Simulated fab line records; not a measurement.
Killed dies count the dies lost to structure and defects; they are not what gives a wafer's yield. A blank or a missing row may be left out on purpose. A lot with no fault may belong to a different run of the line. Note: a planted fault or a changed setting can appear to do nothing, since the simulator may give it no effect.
Matching of chambers	flow sky130	SKY_METAL4_ETCH_17 on rie-diel-03 has 4 sister chambers
The step etches SiO2 in C4F8/O2/Ar, stops on TiN, time 3.9 s, target depth 15 nm. 4 wafers are shown with their chamber, then 9 later ones without.

WAFERS WITH THEIR CHAMBER
wafer	chamber	bias-w (W)
L089.2	3	1200
L089.3	1	1202
L090.4	2	1200
L090.6	0	1198

WAFERS WITH NO CHAMBER GIVEN
wafer	bias-w (W)
L092.1	1197
L092.3	1194
L092.4	1193
L094.1	1211
L094.4	1199
L094.6	1202
L096.2	1211
L096.4	1207
L096.5	1201

THE CHAMBER EACH PASSED THROUGH
wafer	from the rows above	in truth
L092.1	can't be placed: 0 or 2 or 3 or 1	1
L092.3	can't be placed: 0 or 2 or 3 or 1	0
L092.4	can't be placed: 0 or 2 or 3 or 1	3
L094.1	can't be placed: 1 or 2 or 3 or 0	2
L094.4	can't be placed: 0 or 2 or 3 or 1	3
L094.6	can't be placed: 1 or 2 or 3 or 0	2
L096.2	can't be placed: 1 or 2 or 3 or 0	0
L096.4	can't be placed: 1 or 2 or 3 or 0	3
L096.5	can't be placed: 1 or 2 or 3 or 0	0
Correctly placed: 0 of 9. Unplaceable from these rows: 9, with the true chamber sitting among the candidates in 9. Number placed wrongly: 0.
How it was worked out, from the rows above alone: a wafer's distance from a chamber is the root of the sum, over the readings, of the square of ((its reading less the chamber's mean) divided by the reading's scatter). If the next closest chamber is less than 2 further off than the closest, the wafer can't be placed; otherwise it belongs to the closest. A chamber's mean is the mean of its shown wafers. The scatter: with one shown wafer a chamber, the root of the mean of the squares of how far each hidden wafer lies from its nearest shown one.
